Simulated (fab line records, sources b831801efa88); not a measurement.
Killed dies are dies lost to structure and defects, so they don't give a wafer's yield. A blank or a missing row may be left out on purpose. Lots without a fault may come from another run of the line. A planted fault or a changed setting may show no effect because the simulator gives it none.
Split-lot experiment | flow sfq_line | 5 lots, 23 wafers read, on a route of 325 steps

THE SPLIT
At SFQ_TRILAYER_M6_LITHO_PEB_162 (peb time 60 s), the setting peb_time_s was moved away from the recipe's 60 s on 8 of the 23 wafers read, by -6.3% to +14.9%. The other wafers ran this setting at the recipe's value.

FROM THE SPLIT TO THE READING: what the file shows between them, 1 step
- SFQ_TRILAYER_M6_LITHO_DEVELOP_161: time 60 s

THE READING
M6.cd_nm (the simulator's own value, which no gauge read), in nm, at SFQ_TRILAYER_M6_BARC_OPEN_METAL_ETCH_206 (etches BARC in O2, target depth 125 nm, time 41.7 s). The file gives no usual value for it. The 15 wafers here that ran the recipe average 500.3 nm, standard deviation 1.6 nm.

wafer  | tool, chamber at the split | peb_time_s as run, s | against the recipe | M6.cd_nm, nm | against lot-mates on the recipe
L074.1 | litho_track-01, 0          | 60                   | recipe             | 498          | -
L074.4 | litho_track-01, 0          | 60                   | recipe             | 497.1        | -
L074.5 | litho_track-01, 0          | 60                   | recipe             | 497.7        | -
L076.1 | litho_track-01, 0          | 56.24                | -6.3%              | 510.9        | +10.5
L076.2 | litho_track-01, 0          | 56.24                | -6.3%              | 508.7        | +8.3
L076.3 | litho_track-01, 0          | 60                   | recipe             | 499.9        | -
L076.4 | litho_track-01, 0          | 60                   | recipe             | 500.8        | -
L076.5 | litho_track-01, 0          | 56.24                | -6.3%              | 510          | +9.6
L079.1 | litho_track-03, 0          | 64.74                | +7.9%              | 491.1        | -10.3
L079.2 | litho_track-03, 0          | 64.74                | +7.9%              | 489.8        | -11.6
L079.3 | litho_track-03, 0          | 60                   | recipe             | 501          | -
L079.4 | litho_track-03, 0          | 64.74                | +7.9%              | 489          | -12.4
L079.6 | litho_track-03, 0          | 60                   | recipe             | 501.8        | -
L080.1 | litho_track-03, 0          | 60                   | recipe             | 500.2        | -
L080.2 | litho_track-03, 0          | 60                   | recipe             | 500.4        | -
L080.4 | litho_track-03, 0          | 60                   | recipe             | 501.7        | -
L080.5 | litho_track-03, 0          | 60                   | recipe             | 499.1        | -
L080.6 | litho_track-03, 0          | 60                   | recipe             | 500          | -
L084.1 | litho_track-04, 0          | 60                   | recipe             | 501.6        | -
L084.2 | litho_track-04, 0          | 68.94                | +14.9%             | 483.1        | -18.9
L084.3 | litho_track-04, 0          | 60                   | recipe             | 502.4        | -
L084.4 | litho_track-04, 0          | 68.94                | +14.9%             | 482.2        | -19.8
L084.5 | litho_track-04, 0          | 60                   | recipe             | 502.1        | -

THE FIT
A straight line over all 23 wafers: M6.cd_nm changes by -1.28 nm for each +1% of peb_time_s; r = -0.98; the points scatter about the line by 1.6 nm.
The same after taking each lot's own level away (the mean of its wafers on the recipe; 23 wafers): -1.38 nm for each +1%; r = -0.99; scatter 0.86 nm.
On that fit, the largest move of peb_time_s shifts the reading by 21 nm.
The lots' own levels span 497.60 to 502.03 nm, that is 2.8 times the standard deviation above.
So the lot-to-lot level changes the slope little: the two slopes agree.
Check: with one of the wafers moved furthest among these (+14.9%) left out of the fit, the line predicts -21 nm for it against its lot-mates. It came out at -18.9 nm against them.

OTHER SPLITS ON THESE WAFERS
These wafers also went through other splits before the reading. Each is held against what the fit with the lots' levels taken away leaves over:
other split on the same wafers               | wafers away from the commonest value | r with M6.cd_nm (lot level and that fit taken away)
SFQ_TRILAYER_C5_LITHO_EXPOSE_152 dose_mj     | 7                                    | -0.08
SFQ_TRILAYER_M6_LITHO_COAT_164 resist_thk_nm | 8                                    | -0.39

THE FILE'S OWN FIT
M6.cd_nm changes by -1.36 nm for each +1% of peb_time_s, r = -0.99.
